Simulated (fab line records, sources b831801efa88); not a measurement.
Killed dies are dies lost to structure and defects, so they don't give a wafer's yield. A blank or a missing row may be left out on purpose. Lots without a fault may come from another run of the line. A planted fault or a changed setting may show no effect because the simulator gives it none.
Which tool did it? | flow gf180mcu | 13 lots, 39 wafers sampled, at 5 steps of a route of 602

WHAT THE GAUGES READ, wafer by wafer
GF_M5_CD_MEAS_07: target cd 280 nm.
lot  | measured     | on        | cd_nm (nm)
L618 | day 26 06:01 | cd_sem-02 | 279.1 279.8 277.7
L619 | day 26 16:10 | cd_sem-01 | 278.2 277.8 277.5
L621 | day 27 04:00 | cd_sem-02 | 279.4 278.5 279.6
L620 | day 27 06:22 | cd_sem-02 | 281.8 282.2 282.8
L627 | day 29 04:01 | cd_sem-01 | 281.1 280.2 280.8
L632 | day 30 15:57 | cd_sem-02 | 280.4 280.3 280.5
L634 | day 31 02:03 | cd_sem-01 | 281.1 281.9 281.2
L635 | day 31 08:58 | cd_sem-02 | 279.3 279.8 279.7
L636 | day 31 14:32 | cd_sem-02 | 279.3 278.8 279.4
L638 | day 32 07:29 | cd_sem-02 | 279.8 280.0 279.4
L640 | day 32 15:59 | cd_sem-01 | 278.3 276.8 278.1
L639 | day 32 16:22 | cd_sem-01 | 282.0 282.8 282.8
L641 | day 32 20:48 | cd_sem-02 | 277.6 278.6 278.7

GF_V5_THK_MEAS_01.
lot  | measured     | on            | V5_CVD_00_THK (nm)
L618 | day 26 07:02 | film_metro-03 | 308 304 305
L619 | day 26 17:02 | film_metro-04 | 303 299 302
L621 | day 27 04:52 | film_metro-03 | 307 303 304
L620 | day 27 07:15 | film_metro-04 | 299 299 300
L627 | day 29 04:53 | film_metro-04 | 298 301
L632 | day 30 16:49 | film_metro-01 | 299 306 300
L634 | day 31 02:55 | film_metro-01 | 295 295 299
L635 | day 31 10:22 | film_metro-01 | 300 299 300
L636 | day 31 15:26 | film_metro-03 | 299 302 301
L638 | day 32 08:34 | film_metro-01 | 307 303 298
L640 | day 32 16:51 | film_metro-03 | 308 305 305
L639 | day 32 17:35 | film_metro-01 | 298 299 303
L641 | day 32 21:49 | film_metro-04 | 297 302 297

WHICH TOOL RAN EACH LOT (tool, then ch and the chambers of the sampled wafers, then the start)
lot  | GF_MIM_SPUTTER_03            | GF_M5_METAL_ETCH_10               | GF_M5_STRIP_11
L618 | pvd_sputter-03, day 24 10:15 | rie_metal-01 ch 1, day 26 06:11   | plasma_asher-01 ch 0,1, day 26 06:27
L619 | pvd_sputter-03, day 24 20:57 | rie_metal-02 ch 0,1, day 26 16:21 | plasma_asher-01 ch 0,1, day 26 16:28
L621 | pvd_sputter-04, day 25 10:17 | rie_metal-01 ch 0,1, day 27 04:10 | plasma_asher-02 ch 0, day 27 04:17
L620 | pvd_sputter-04, day 25 12:13 | rie_metal-04 ch 0, day 27 06:32   | plasma_asher-04 ch 0,1, day 27 06:40
L627 | pvd_sputter-03, day 27 11:38 | rie_metal-01 ch 0,1, day 29 04:11 | plasma_asher-04 ch 0,1, day 29 04:19
L632 | pvd_sputter-03, day 29 02:44 | rie_metal-02 ch 0,1, day 30 16:07 | plasma_asher-04 ch 0,1, day 30 16:14
L634 | pvd_sputter-01, day 29 12:40 | rie_metal-02 ch 0,1, day 31 02:12 | plasma_asher-04 ch 0,1, day 31 02:20
L635 | pvd_sputter-01, day 29 20:21 | rie_metal-04 ch 0,1, day 31 09:08 | plasma_asher-01 ch 0,1, day 31 09:16
L636 | pvd_sputter-01, day 30 03:14 | rie_metal-02 ch 0,1, day 31 14:41 | plasma_asher-04 ch 0,1, day 31 14:49
L638 | pvd_sputter-01, day 30 20:32 | rie_metal-02 ch 1, day 32 07:42   | plasma_asher-04 ch 0,1, day 32 07:55
L640 | pvd_sputter-04, day 31 05:14 | rie_metal-01 ch 0,1, day 32 16:08 | plasma_asher-02 ch 0,1, day 32 16:16
L639 | pvd_sputter-04, day 31 05:56 | rie_metal-02 ch 0,1, day 32 16:31 | plasma_asher-01 ch 0,1, day 32 16:39
L641 | pvd_sputter-03, day 31 10:45 | rie_metal-02 ch 1, day 32 20:57   | plasma_asher-02 ch 0,1, day 32 21:08
- GF_MIM_SPUTTER_03: material Ti, target thk 10 nm, time 6.7 s.
- GF_M5_METAL_ETCH_10: etches the open film in Cl2/BCl3, stops on SiO2, target depth 750.8 nm, time 125.1 s.
- GF_M5_STRIP_11: strips in O2/N2.

WHAT THE TOOLS THEMSELVES READ (means of the sampled wafers that have a number; where no wafer has one, the mark that the record gives instead)
GF_MIM_SPUTTER_03.
lot  | tool           | cathode_dc_power_W (W) | throttle_valve_pct (%)
L618 | pvd_sputter-03 | 2999.9                 | 30.7
L619 | pvd_sputter-03 | 2999.7                 | 30.5
L621 | pvd_sputter-04 | 3000.3                 | 31.0
L620 | pvd_sputter-04 | 3000.1                 | 31.3
L627 | pvd_sputter-03 | 2999.6                 | 30.6
L632 | pvd_sputter-03 | 2999.7                 | 30.8
L634 | pvd_sputter-01 | 3000.0                 | 30.1
L635 | pvd_sputter-01 | 2999.9                 | 30.6
L636 | pvd_sputter-01 | 3000.3                 | 30.5
L638 | pvd_sputter-01 | 3000.2                 | 30.3
L640 | pvd_sputter-04 | 3000.0                 | 31.1
L639 | pvd_sputter-04 | 3000.0                 | 31.1
L641 | pvd_sputter-03 | 3000.3                 | 30.4

GF_M5_METAL_ETCH_10.
lot  | tool         | drypump_motor_current_A (A) | mfc_cl2_sccm (sccm) | oes_product_au (a.u.) | throttle_valve_pct (%)
L618 | rie_metal-01 | 6.3                         | 79.97               | 0.993                 | 28.235
L619 | rie_metal-02 | 5.8                         | 79.90               | 0.996                 | 28.229
L621 | rie_metal-01 | 5.4                         | 79.81               | 0.991                 | 28.222
L620 | rie_metal-04 | 5.8                         | 79.99               | 0.981                 | 28.236
L627 | rie_metal-01 | 5.9                         | 79.94               | 0.940                 | 28.284
L632 | rie_metal-02 | 5.8                         | 79.91               | 0.997                 | 28.230
L634 | rie_metal-02 | 5.8                         | 80.17               | 0.994                 | 28.227
L635 | rie_metal-04 | 5.9                         | 80.15               | 0.983                 | 28.239
L636 | rie_metal-02 | 6.0                         | 79.76               | 0.997                 | 28.234
L638 | rie_metal-02 | 5.6                         | 80.18               | 0.998                 | 28.222
L640 | rie_metal-01 | 5.9                         | 80.09               | 0.996                 | 28.227
L639 | rie_metal-02 | 5.8                         | 80.06               | 1.000                 | 28.234
L641 | rie_metal-02 | 5.6                         | 79.67               | 0.994                 | 28.223

GF_M5_STRIP_11.
lot  | tool            | drypump_motor_current_A (A) | heater_power_w (W) | oes_product_au (a.u.) | platen_temp_c (C) | strip_time_to_endpoint_s (s)
L618 | plasma_asher-01 | 5.9                         | 365                | 0.520                 | 250.00            | 7.04
L619 | plasma_asher-01 | 5.9                         | 365                | 0.514                 | 250.10            | 6.93
L621 | plasma_asher-02 | 5.1                         | 311                | 0.527                 | 250.16            | 6.97
L620 | plasma_asher-04 | 6.0                         | 343                | 0.527                 | 250.15            | 7.09
L627 | plasma_asher-04 | 5.9                         | 373                | 0.529                 | 249.97            | 7.23
L632 | plasma_asher-04 | 6.0                         | 338                | 0.517                 | 250.02            | 6.99
L634 | plasma_asher-04 | 6.0                         | 374                | 0.521                 | 249.89            | 6.95
L635 | plasma_asher-01 | 5.9                         | 365                | 0.525                 | 249.96            | 7.04
L636 | plasma_asher-04 | 6.1                         | 344                | 0.519                 | 250.18            | 6.99
L638 | plasma_asher-04 | 5.9                         | 377                | 0.528                 | 249.81            | 6.95
L640 | plasma_asher-02 | 5.2                         | 375                | 0.518                 | 250.07            | 6.94
L639 | plasma_asher-01 | 5.9                         | 364                | 0.519                 | 249.88            | 6.91
L641 | plasma_asher-02 | 5.2                         | 345                | 0.518                 | 250.03            | 6.95

THE ANSWER, worked out from the rows above alone
Rule: what is usual is taken from the lots themselves. Put in order of their means at a reading, lots are off if they are a third of the lots or fewer, leave a main group of 4 or more, and stand apart from it by a gap of 3 or more times the standard deviation of the main group's means; of several such gaps the widest counts. A main group whose means are all the same, to the digits that the tables above print for the reading, isn't used. A lot without any number at a reading at which 4 lots or more have one is off too. The other lots that the step has rows for count as sound. The gauges are gone through in route order, then the tools' own readings, and for those a lot's mean is taken as printed above. The first step at which some lot is off is used, and at that step the reading that is off furthest; a lot without a number counts as furthest.
Off: L627, at GF_M5_METAL_ETCH_10 (throttle_valve_pct). The main group: mean 28.230 %, standard deviation 0.0056.
A tool fits if, at that step or a process step before it, it ran every lot that is off, and no sound lot after the first of them. None of those tried fits.

WHAT THE SIMULATOR HAD PUT IN
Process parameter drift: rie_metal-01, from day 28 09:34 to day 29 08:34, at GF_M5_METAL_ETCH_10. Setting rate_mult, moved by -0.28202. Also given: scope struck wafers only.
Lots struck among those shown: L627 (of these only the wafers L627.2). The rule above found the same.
